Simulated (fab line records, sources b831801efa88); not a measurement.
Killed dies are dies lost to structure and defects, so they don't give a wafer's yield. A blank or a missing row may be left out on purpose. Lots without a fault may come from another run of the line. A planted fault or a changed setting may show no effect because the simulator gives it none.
Which tool did it? | flow gf180mcu | 14 lots, 42 wafers sampled, at 1 step of a route of 602

WHAT THE GAUGES READ, wafer by wafer
GF_M2_THK_MEAS_06: measures by xrf. Usual: M2_ALCU_THK 451 nm, standard deviation 5.6.
lot  | measured     | on            | M2_ALCU_THK (nm) | flag
L725 | day 18 05:16 | film_metro-02 | 447 449 458      |
L726 | day 18 12:05 | film_metro-02 | 466 453 462      |
L728 | day 19 10:45 | film_metro-04 | 445 452 455      |
L729 | day 19 19:16 | film_metro-04 | 446 438 438      |
L735 | day 22 09:07 | film_metro-02 | 443 450 453      |
L736 | day 22 15:28 | film_metro-04 | 459 451 458      |
L737 | day 22 21:27 | film_metro-02 | 449 444 445      |
L738 | day 23 03:58 | film_metro-04 | 459 460 460      |
L739 | day 23 14:17 | film_metro-04 | 444 444 443      |
L741 | day 24 03:11 | film_metro-02 | 450 444 449      |
L742 | day 24 12:39 | film_metro-02 | 445 450 454      |
L743 | day 24 19:44 | film_metro-04 | 444 453 448      |
L746 | day 25 17:29 | film_metro-04 | 453 453 457      |
L748 | day 26 06:51 | film_metro-04 | 452 449 447      |

WHICH TOOL RAN EACH LOT (tool, then ch and the chambers of the sampled wafers, then the start)
The record holds no process step before these readings.

WHAT THE TOOLS THEMSELVES READ (means of the sampled wafers that have a number; where no wafer has one, the mark that the record gives instead)
The record holds no such reading with a usual standard deviation.

THE ANSWER, worked out from the rows above alone
Rule: a lot is off if the mean of its wafers that have a number lies more than 3 standard deviations from the usual mean. A lot without any number at a reading at which 4 lots or more have one is off too. The other lots that the step has rows for count as sound. The gauges are gone through in route order, then the tools' own readings, and for those a lot's mean is taken as printed above. The first step at which some lot is off is used, and at that step the reading that is off furthest; a lot without a number counts as furthest.
No lot is off at any reading shown: from this, nothing can be told.

WHAT THE SIMULATOR HAD PUT IN
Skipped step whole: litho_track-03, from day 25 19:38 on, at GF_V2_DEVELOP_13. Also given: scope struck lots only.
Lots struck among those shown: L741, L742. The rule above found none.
